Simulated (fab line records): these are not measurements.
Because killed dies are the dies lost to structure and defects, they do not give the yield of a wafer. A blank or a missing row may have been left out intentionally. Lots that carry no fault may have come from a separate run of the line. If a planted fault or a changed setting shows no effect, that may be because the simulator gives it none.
fab line records	flow sky130	part 1 of 2: steps 1 to 42 of 43
record: lots: 7	wafers: 21	lastDay: 49
route steps=708 shown FIELD_ISO@11 NWELL@32 DNWELL@35 PWDE@45 PAD_OPEN@708
lots untouched by any fault: they come from a run of this same line in which no faults occurred
startH: hours from the record's opening day to when the first of the lot's shown wafers began	waitH: how many hours have passed since the lot's step before this one	" same as the row above	L1.1+2: a single row standing in for several wafers	- no value present, or no start provided	* or withheld: withheld	< > ~ a bound
route shown NAME@n: names a module that has steps shown in the file, with the first one's number in the route	usual: mean/standard deviation of fault-free wafers	same: alike in all rows	chamber/n: place in a boat	sites: readings site by site	_std_site: standard deviation across them	_edge_site: outer sites' mean less inner sites'	radiusMm: for every site, how far away it sits from the centre of the wafer	mask NAME#n: copy n	behind: the last tool/chamber to shape the wafer	hold: the reason the lot was held/the length of the hold in hours/how it ended	device: whichever transistor did not switch (one of n, p or np)	end of line: the same wafers' tests at the end of the route	a step without rows: its recipe alone	killed: at the first sort, the dies lost to defects and structure; wafer yield is something else	map: a wafer's dies, x killed, . not, _ none there
set.NAME: the setting the step ran with; set.NAME@STEP: the setting that earlier step ran with	model.NAME: the simulator's own value behind a step, which no gauge read
lots at some steps of the route; a table a step, a row a wafer
services: when a tool's chamber went out of use (startH, in hours from the record's first day, below 0 if earlier), for how many hours, and the reason
== steps ==
step: SKY_FIELD_ISO_EXPOSE_10
recipe: maskId: FOM	na: 0.68	sourceShape: annular	sigmaInner: 0.4	sigmaOuter: 0.8	targetCdNm: 150	doseMj: 28
step: SKY_FIELD_ISO_PEB_11
recipe: pebTempC: withheld	pebTimeS: withheld	resist: KrF-thick
step: SKY_FIELD_ISO_DEVELOP_12
recipe: developTimeS: 60	resist: KrF-thick	devTempC: 21
step: SKY_FIELD_ISO_CD_MEAS_13
recipe: targetCdNm: 150
usual: cdNm: 150.4/1.2
lot.wafer	tool	chamber	startH	waitH	cdNm
L355.2	cdSem-01	-	33.70	-	151.3
L355.4	"	-	"	"	151.0
L355.5	"	-	"	"	150.7
L357.3	cdSem-02	-	44.19	-	152.0
L357.4	"	-	"	"	152.9
L357.6	"	-	"	"	152.4
L359.1	cdSem-01	-	55.45	-	150.2
L359.2	"	-	"	"	152.4
L359.4	"	-	"	"	152.4
L363.1	cdSem-02	-	75.30	-	150.3
L363.4	"	-	"	"	150.0
L363.5	"	-	"	"	149.9
L367.3	cdSem-02	-	95.49	-	149.4
L367.4	"	-	"	"	149.7
L367.6	"	-	"	"	150.5
L369.4	cdSem-02	-	107.04	-	149.9
L369.5	"	-	"	"	149.0
L369.6	"	-	"	"	147.8
L370.1	cdSem-02	-	114.23	-	151.1
L370.2	"	-	"	"	152.1
L370.3	"	-	"	"	150.2
step: SKY_FIELD_ISO_ETCH_14
recipe: chemistry: N2/H2	target: BARC	ionEnergyEv: 200	sourceW: 500	biasW: 100	pressureMtorr: 30	n2FlowSccm: 100	h2FlowSccm: 200	stopOn: SiO2	timeS: 45.9	targetDepthA: 600
usual: drypumpMotorCurrentA: 5.6/0.43	oesProductAu: 0.855/0.0048	throttleValvePct: 13.226/0.0092
lot.wafer	tool	chamber	startH	waitH	drypumpMotorCurrentA	oesProductAu	rfHoursCounterH	throttleValvePct
L355.2	rieDiel-01	1	33.80	0.1	6.4	0.849	2	13.236
L355.4	"	2	"	"	6.6	0.851	139	13.213
L355.5	"	1	"	"	6.4	0.851	-	13.233
L357.3	rieDiel-02	2	44.27	0.1	5.9	0.851	5	13.238
L357.4	"	3	"	"	5.1	0.853	5	13.223
L357.6	"	1	"	"	6.0	0.854	-	13.246
L359.1	rieDiel-01	1	55.57	0.1	6.4	0.864	2	13.204
L359.2	"	0	"	"	5.9	0.854	29	13.234
L359.4	"	3	"	"	5.6	0.853	121	13.218
L363.1	rieDiel-01	0	75.42	0.1	5.9	0.855	29	13.231
L363.4	"	2	"	"	6.6	0.858	139	13.236
L363.5	"	3	"	"	5.6	0.857	-	13.230
L367.3	rieDiel-03	2	95.57	0.1	5.1	0.861	59	13.213
L367.4	"	0	"	"	5.2	0.855	5	13.231
L367.6	"	1	"	"	5.3	0.866	-	13.211
L369.4	rieDiel-03	1	107.10	0.0	5.4	0.860	80	13.218
L369.5	"	0	"	"	5.2	0.860	-	13.225
L369.6	"	3	"	"	5.2	0.862	-	13.230
L370.1	rieDiel-03	3	114.35	0.1	5.3	0.852	6	13.233
L370.2	"	2	"	"	5.2	0.852	59	13.239
L370.3	"	0	"	"	5.2	0.854	6	13.241
step: SKY_FIELD_ISO_ETCH_15
recipe: chemistry: CHF3/O2	targetDepthNm: 180	stopOn: Si	sourceW: 600	biasW: 200	pressureMtorr: 40	chf3FlowSccm: 50	O2_flow_sccm: 5	timeS: 72
step: SKY_FIELD_ISO_STRIP_16
recipe: chemistry: O2/N2	powerW: 1400	pressureMtorr: 1500	platenTempC: withheld	o2FlowSccm: 3000	n2FlowSccm: 300	overashFraction: 0.5
usual: drypumpMotorCurrentA: 5.56/0.18	oesProductAu: 0.377/0.0049	stripTimeToEndpointS: 3.53/0.042
lot.wafer	tool	chamber	startH	waitH	drypumpMotorCurrentA	oesProductAu	rfHoursCounterH	stripTimeToEndpointS
L355.2	plasmaAsher-03	1	33.90	0.0	5.96	0.377	24	3.64
L355.4	"	0	"	"	5.42	0.378	-	3.56
L355.5	"	1	"	"	5.94	0.381	-	3.64
L357.3	plasmaAsher-02	1	44.40	0.1	5.52	0.375	-	3.54
L357.4	"	0	"	"	5.47	0.384	-	3.53
L357.6	"	1	"	"	5.51	0.379	-	3.48
L359.1	plasmaAsher-04	1	55.67	0.0	5.41	0.384	36	3.66
L359.2	"	0	"	"	5.72	0.372	36	3.52
L359.4	"	1	"	"	5.36	0.369	-	3.53
L363.1	plasmaAsher-02	0	75.52	0.0	5.51	0.371	40	3.49
L363.4	"	1	"	"	5.50	0.366	-	3.51
L363.5	"	1	"	"	5.54	0.383	-	3.54
L367.3	plasmaAsher-02	1	95.70	0.1	5.50	0.387	-	3.53
L367.4	"	0	"	"	5.48	0.376	-	3.49
L367.6	"	0	"	"	5.48	0.377	-	3.53
L369.4	plasmaAsher-04	1	107.24	0.1	5.38	0.374	-	3.53
L369.5	"	0	"	"	5.71	0.375	-	3.44
L369.6	"	1	"	"	5.40	0.389	-	3.59
L370.1	plasmaAsher-04	0	114.45	0.0	5.69	0.381	42	3.57
L370.2	"	1	"	"	5.37	0.374	42	3.51
L370.3	"	1	"	"	5.40	0.382	-	3.45
step: SKY_FIELD_ISO_ETCH_17
recipe: targetDepthA: 3420	maskMaterial: Si3N4	chemistry: HBr/Cl2/O2	target: Si	taperDeg: 5	icpW: 600	biasW: 150	pressureMtorr: 15	HBr_flow_sccm: 150	Cl2_flow_sccm: 40	O2_flow_sccm: 6	timeS: 97.7
usual: drypumpMotorCurrentA: 5.4/0.53	oesProductAu: 0.994/0.014	throttleValvePct: 25.660/0.012
lot.wafer	tool	chamber	startH	waitH	drypumpMotorCurrentA	oesProductAu	rfHoursCounterH	throttleValvePct
L355.2	rieSi-01	3	34.00	0.1	5.5	0.991	113	25.664
L355.4	"	2	"	"	6.4	1.003	56	25.650
L355.5	"	2	"	"	6.4	0.998	-	25.649
L357.3	rieSi-02	1	44.47	0.0	6.1	0.984	2	25.677
L357.4	"	0	"	"	5.0	1.012	94	25.666
L357.6	"	0	"	"	5.0	1.016	-	25.647
L359.1	rieSi-02	1	55.77	0.1	6.1	0.978	2	25.665
L359.2	"	3	"	"	4.8	0.981	10	25.673
L359.4	"	1	"	"	6.1	0.970	-	25.661
L363.1	rieSi-02	1	75.62	0.1	6.1	0.991	3	25.670
L363.4	"	0	"	"	5.0	1.024	94	25.645
L363.5	"	0	"	"	5.0	1.015	-	25.650
L367.3	rieSi-02	0	95.76	0.0	5.0	1.030	95	25.647
L367.4	"	3	"	"	4.8	0.993	11	25.671
L367.6	"	2	"	"	5.6	1.002	-	25.658
L369.4	rieSi-01	2	107.30	0.0	6.4	0.998	56	25.665
L369.5	"	3	"	"	5.5	0.993	-	25.668
L369.6	"	2	"	"	6.4	0.997	-	25.674
L370.1	rieSi-01	1	114.55	0.1	5.4	0.990	20	25.656
L370.2	"	2	"	"	6.4	0.999	57	25.649
L370.3	"	3	"	"	5.6	0.994	114	25.640
step: SKY_FIELD_ISO_WET_ETCH_18
recipe: chemistry: H3PO4	targetDepthNm: 25	tempC: 160	target: Si3N4	timeS: 286
step: SKY_FIELD_ISO_CLEAN_19
recipe: chemistry: SC1/SC2	mix: 1:4:20	tempC: 70	timeS: 150
step: SKY_FIELD_ISO_CLEAN_20
recipe: chemistry: dHF	timeS: 20	dilution: 100:1
step: SKY_FIELD_ISO_WET_ETCH_21
recipe: chemistry: dHF	dilution: 100:1	targetDepthNm: 20	dry: ipaMarangoni	target: SiO2	tempC: 25	timeS: 400
step: SKY_FIELD_ISO_OXIDATION_22
recipe: tempC: 950	ambient: O2	stabiliseS: 600	purgeS: 300	targetThkA: 100	oxTimeS: 623
usual: spikeTcBottomC: 972.5/1.9
same: purgeS: 300
lot.wafer	tool	chamber	startH	waitH	spikeTcBottomC
L355.2	furnace-01	0	34.78	0.4	968.8
L355.4	"	0	"	"	970.8
L355.5	"	0	"	"	969.7
L357.3	furnace-02	0	45.39	0.6	973.6
L357.4	"	0	"	"	972.0
L357.6	"	0	"	"	975.1
L359.1	furnace-02	0	58.94	2.8	974.4
L359.2	"	0	"	"	972.3
L359.4	"	0	"	"	974.6
L363.1	furnace-02	0	75.96	0.0	974.5
L363.4	"	0	"	"	973.4
L363.5	"	0	"	"	975.4
L367.3	furnace-02	0	96.11	0.0	974.6
L367.4	"	0	"	"	974.9
L367.6	"	0	"	"	974.9
L369.4	furnace-02	0	107.64	0.0	973.0
L369.5	"	0	"	"	974.3
L369.6	"	0	"	"	973.2
L370.1	furnace-02	0	120.44	5.5	972.9
L370.2	"	0	"	"	973.3
L370.3	"	0	"	"	973.0
step: SKY_FIELD_ISO_THK_MEAS_23
recipe: reads: SiO2_of_FIELD_ISO_OXIDATION_22
usual: FIELD_ISO_OXIDATION_01_THK: 10.07/0.17
lot.wafer	tool	chamber	startH	waitH	FIELD_ISO_OXIDATION_01_THK[nm]
L355.2	filmMetro-01	-	35.96	0.0	10.09
L355.4	"	-	"	"	10.25
L355.5	"	-	"	"	10.15
L357.3	filmMetro-04	-	46.58	0.0	10.34
L357.4	"	-	"	"	10.20
L357.6	"	-	"	"	10.19
L359.1	filmMetro-03	-	60.11	0.0	10.06
L359.2	"	-	"	"	10.19
L359.4	"	-	"	"	10.08
L363.1	filmMetro-01	-	77.13	0.0	10.20
L363.4	"	-	"	"	10.22
L363.5	"	-	"	"	10.40
L367.3	filmMetro-03	-	97.30	0.0	10.22
L367.4	"	-	"	"	10.27
L367.6	"	-	"	"	10.22
L369.4	filmMetro-04	-	108.85	0.0	9.87
L369.5	"	-	"	"	10.14
L369.6	"	-	"	"	10.02
L370.1	filmMetro-04	-	121.61	0.0	10.15
L370.2	"	-	"	"	10.03
L370.3	"	-	"	"	10.26
step: SKY_FIELD_ISO_CVD_24
recipe: material: SiO2	targetThkNm: 595	tempC: 650	sigmaOpenFrac: 0.3	timeS: 99.2	sih4FlowSccm: 60	pressureMtorr: 6
step: SKY_FIELD_ISO_THK_MEAS_25
recipe: reads: SiO2_of_FIELD_ISO_CVD_24
usual: FIELD_ISO_CVD_24_THK: 597/8.1
lot.wafer	tool	chamber	startH	waitH	FIELD_ISO_CVD_24_THK[nm]
L355.2	filmMetro-01	-	36.10	0.0	602
L355.4	"	-	"	"	595
L355.5	"	-	"	"	603
L357.3	filmMetro-03	-	46.75	0.1	597
L357.4	"	-	"	"	593
L357.6	"	-	"	"	592
L359.1	filmMetro-01	-	60.24	0.0	592
L359.2	"	-	"	"	600
L359.4	"	-	"	"	596
L363.1	filmMetro-03	-	77.26	0.0	590
L363.4	"	-	"	"	603
L363.5	"	-	"	"	591
L367.3	filmMetro-04	-	97.43	0.1	612
L367.4	"	-	"	"	615
L367.6	"	-	"	"	595
L369.4	filmMetro-03	-	108.98	0.0	605
L369.5	"	-	"	"	594
L369.6	"	-	"	"	612
L370.1	filmMetro-04	-	121.74	0.0	615
L370.2	"	-	"	"	605
L370.3	"	-	"	"	608
step: SKY_FIELD_ISO_ANNEAL_26
recipe: tempC: 1000	timeS: 1800	ambient: N2
step: SKY_FIELD_ISO_CMP_27
recipe: stopOn: Si3N4	tOverpolishS: 16	downForcePsi: 4	platenRpm: 60	targetThkNm: 457.8	padVelocityMS: 0.94248
usual: motorCurrentA: 11.9/1.3	overpolishRunS: 16.000/0.0085	timeToEndpointS: 115/9
lot.wafer	tool	chamber	startH	waitH	motorCurrentA	overpolishRunS	timeToEndpointS
L355.4	cmp-02	0	38.97	0.0	11.0	15.993	119
L355.2	"	1	"	"	10.1	15.997	103
L355.5	"	1	"	"	11.1	16.002	103
L357.3	cmp-02	1	49.62	0.1	11.2	16.003	97
L357.4	"	2	"	"	12.8	15.997	109
L357.6	"	1	"	"	10.0	16.012	96
L359.1	cmp-02	1	62.28	0.0	10.5	16.009	95
L359.2	"	3	"	"	11.8	15.999	115
L359.4	"	0	"	"	10.3	16.003	117
L363.4	cmp-01	0	79.55	0.0	12.5	15.985	121
L363.1	"	1	"	"	12.2	16.009	118
L363.5	"	1	"	"	12.4	16.003	115
L367.3	cmp-01	1	98.97	0.0	11.0	15.995	117
L367.4	"	3	"	"	15.0	16.000	128
L367.6	"	1	"	"	12.8	15.994	112
L369.4	cmp-02	2	111.54	0.0	11.9	15.997	108
L369.6	"	2	"	"	12.1	16.003	110
L369.5	"	3	"	"	11.8	16.009	110
L370.1	cmp-01	3	127.22	0.0	14.4	15.995	130
L370.3	"	1	"	"	12.2	16.002	114
L370.2	"	2	"	"	11.7	16.000	122
step: SKY_FIELD_ISO_WET_ETCH_28
recipe: chemistry: dHF	targetDepthNm: 23.7	target: SiO2	dilution: 10:1	tempC: 25	timeS: 47
step: SKY_FIELD_ISO_WET_ETCH_29
recipe: chemistry: H3PO4	targetDepthNm: 160	target: Si3N4	tempC: 160	timeS: 1825
step: SKY_FIELD_ISO_WET_ETCH_30
recipe: chemistry: dHF	targetDepthNm: 25	target: SiO2	dilution: 10:1	tempC: 25	timeS: 50
step: SKY_NWELL_CLEAN_00
recipe: chemistry: SC1/SC2	mix: 1:4:20	tempC: 70	timeS: 150	dry: n2Spin
step: SKY_NWELL_OXIDATION_01
recipe: tempC: 900	ambient: O2	stabiliseS: 600	purgeS: 300	targetThkA: 100	oxTimeS: 1418
step: SKY_NWELL_THK_MEAS_02
recipe: reads: SiO2_of_NWELL_OXIDATION_01
usual: NWELL_OXIDATION_THK: 10.08/0.21
lot.wafer	tool	chamber	startH	waitH	NWELL_OXIDATION_THK[nm]
L355.2	filmMetro-01	-	42.27	0.0	9.75
L355.4	"	-	"	"	9.77
L355.5	"	-	"	"	9.88
L357.3	filmMetro-04	-	52.20	0.0	10.03
L357.4	"	-	"	"	9.87
L357.6	"	-	"	"	9.95
L359.1	filmMetro-02	-	65.26	0.0	10.21
L359.2	"	-	"	"	10.18
L359.4	"	-	"	"	10.26
L363.1	filmMetro-01	-	83.63	0.0	10.00
L363.4	"	-	"	"	10.12
L363.5	"	-	"	"	10.11
L367.3	filmMetro-02	-	101.29	0.0	9.99
L367.4	"	-	"	"	9.94
L367.6	"	-	"	"	10.02
L369.4	filmMetro-04	-	117.52	0.0	10.06
L369.5	"	-	"	"	9.97
L369.6	"	-	"	"	9.98
L370.1	filmMetro-02	-	136.83	0.0	10.22
L370.2	"	-	"	"	10.13
L370.3	"	-	"	"	10.24
step: SKY_DNWELL_DEHYDRATE_00
recipe: tempC: 200	timeS: 60
step: SKY_DNWELL_HMDS_01
recipe: primeTimeS: 60	primeTempC: 120
step: SKY_DNWELL_COAT_02
recipe: spinRpm: 2000	resistThkNm: 3000
step: SKY_DNWELL_SOFTBAKE_03
recipe: tempC: 110	timeS: withheld
step: SKY_DNWELL_EXPOSE_04
recipe: maskId: DNM	na: 0.57	targetCdNm: 3000	doseMj: 222
step: SKY_DNWELL_PEB_05
recipe: tempC: 115	timeS: withheld
step: SKY_DNWELL_DEVELOP_06
recipe: wallAngleDeg: 90	developer: TMAH	developTimeS: 60	devTempC: 23
step: SKY_DNWELL_IMPLANT_07
recipe: species: P	energyKev: withheld	doseCm2: withheld	tiltDeg: withheld
step: SKY_DNWELL_STRIP_08
recipe: chemistry: O2/N2	powerW: 1400	pressureMtorr: 1500	platenTempC: withheld	o2FlowSccm: 3000	n2FlowSccm: 300	overashFraction: 0.5
usual: drypumpMotorCurrentA: 5.54/0.24	oesProductAu: 0.722/0.0044	stripTimeToEndpointS: 36.89/0.1
lot.wafer	tool	chamber	startH	waitH	drypumpMotorCurrentA	oesProductAu	rfHoursCounterH	stripTimeToEndpointS
L355.2	plasmaAsher-01	1	57.75	0.1	5.24	0.717	36	36.71
L355.4	"	1	"	"	5.23	0.724	-	36.74
L355.5	"	1	"	"	5.25	0.715	-	36.74
L357.3	plasmaAsher-04	0	68.53	0.1	5.71	0.715	-	37.02
L357.4	"	1	"	"	5.40	0.717	-	36.97
L357.6	"	0	"	"	5.69	0.721	-	37.07
L359.1	plasmaAsher-04	1	81.61	0.1	5.38	0.721	38	36.86
L359.2	"	0	"	"	5.71	0.721	38	36.99
L359.4	"	0	"	"	5.69	0.714	-	36.89
L363.1	plasmaAsher-04	0	100.95	0.1	5.66	0.725	40	36.84
L363.4	"	0	"	"	5.68	0.723	-	36.96
L363.5	"	1	"	"	5.36	0.715	-	36.89
L367.3	plasmaAsher-04	1	118.83	0.1	5.36	0.715	-	36.80
L367.4	"	0	"	"	5.71	0.723	-	36.86
L367.6	"	0	"	"	5.69	0.720	-	36.67
L369.4	plasmaAsher-03	0	134.14	0.1	5.44	0.728	-	36.85
L369.5	"	0	"	"	5.45	0.726	-	36.67
L369.6	"	1	"	"	5.96	0.715	-	36.70
L370.1	plasmaAsher-03	1	155.70	0.1	5.96	0.717	37	36.97
L370.2	"	0	"	"	5.45	0.733	37	36.96
L370.3	"	0	"	"	5.46	0.718	-	36.78
step: SKY_DNWELL_TW_MEAS_09
usual: DNWELL_TW: 1117/7.8
lot.wafer	tool	chamber	startH	waitH	DNWELL_TW
L355.2	filmMetro-02	-	57.86	0.1	1109
L355.4	"	-	"	"	1115
L355.5	"	-	"	"	1117
L357.3	filmMetro-04	-	68.62	0.1	1115
L357.4	"	-	"	"	1119
L357.6	"	-	"	"	1113
L359.1	filmMetro-02	-	81.71	0.1	1121
L359.2	"	-	"	"	1121
L359.4	"	-	"	"	1120
L363.1	filmMetro-04	-	101.05	0.1	1125
L363.4	"	-	"	"	1123
L363.5	"	-	"	"	1129
L367.3	filmMetro-02	-	118.92	0.1	1134
L367.4	"	-	"	"	1130
L367.6	"	-	"	"	1133
L369.4	filmMetro-01	-	134.24	0.1	1118
L369.5	"	-	"	"	1117
L369.6	"	-	"	"	1122
L370.1	filmMetro-04	-	155.80	0.1	1115
L370.2	"	-	"	"	1118
L370.3	"	-	"	"	1121
step: SKY_PWDE_DEHYDRATE_00
recipe: tempC: 200	timeS: 60
step: SKY_PWDE_HMDS_01
recipe: primeTimeS: 60	primeTempC: 120
step: SKY_PWDE_COAT_02
recipe: spinRpm: 2000	resistThkNm: 3000
step: SKY_PWDE_SOFTBAKE_03
recipe: tempC: 110	timeS: withheld
step: SKY_PWDE_EXPOSE_04
recipe: maskId: PWDEM	na: 0.6	sourceShape: conventional	sigmaOuter: 0.6	polarization: unpolarized	targetCdNm: 840	doseMj: 214
step: SKY_PWDE_PEB_05
recipe: tempC: 115	timeS: withheld
step: SKY_PWDE_DEVELOP_06
recipe: wallAngleDeg: 90	developer: TMAH	developTimeS: 60	devTempC: 23
step: SKY_PWDE_OVL_MEAS_07
usual: PWDE_OVL: -0.7/1.4
lot.wafer	tool	chamber	startH	waitH	PWDE_OVL[nm]
L355.2	overlay-01	-	73.59	-	-1.0
L355.4	"	-	"	"	-1.4
L355.5	"	-	"	"	0.2
L357.3	overlay-01	-	85.10	-	2.0
L357.4	"	-	"	"	0.4
L357.6	"	-	"	"	-0.4
L359.1	overlay-01	-	98.73	-	-2.3
L359.2	"	-	"	"	-2.5
L359.4	"	-	"	"	-2.3
L363.1	overlay-02	-	118.38	-	0.5
L363.4	"	-	"	"	-0.4
L363.5	"	-	"	"	0.4
L367.3	overlay-01	-	136.42	-	-3.0
L367.4	"	-	"	"	-1.0
L367.6	"	-	"	"	-0.5
L369.4	overlay-02	-	153.11	-	0.6
L369.5	"	-	"	"	-0.2
L369.6	"	-	"	"	0.5
L370.1	overlay-01	-	176.15	-	-2.0
L370.2	"	-	"	"	-1.5
L370.3	"	-	"	"	-2.3
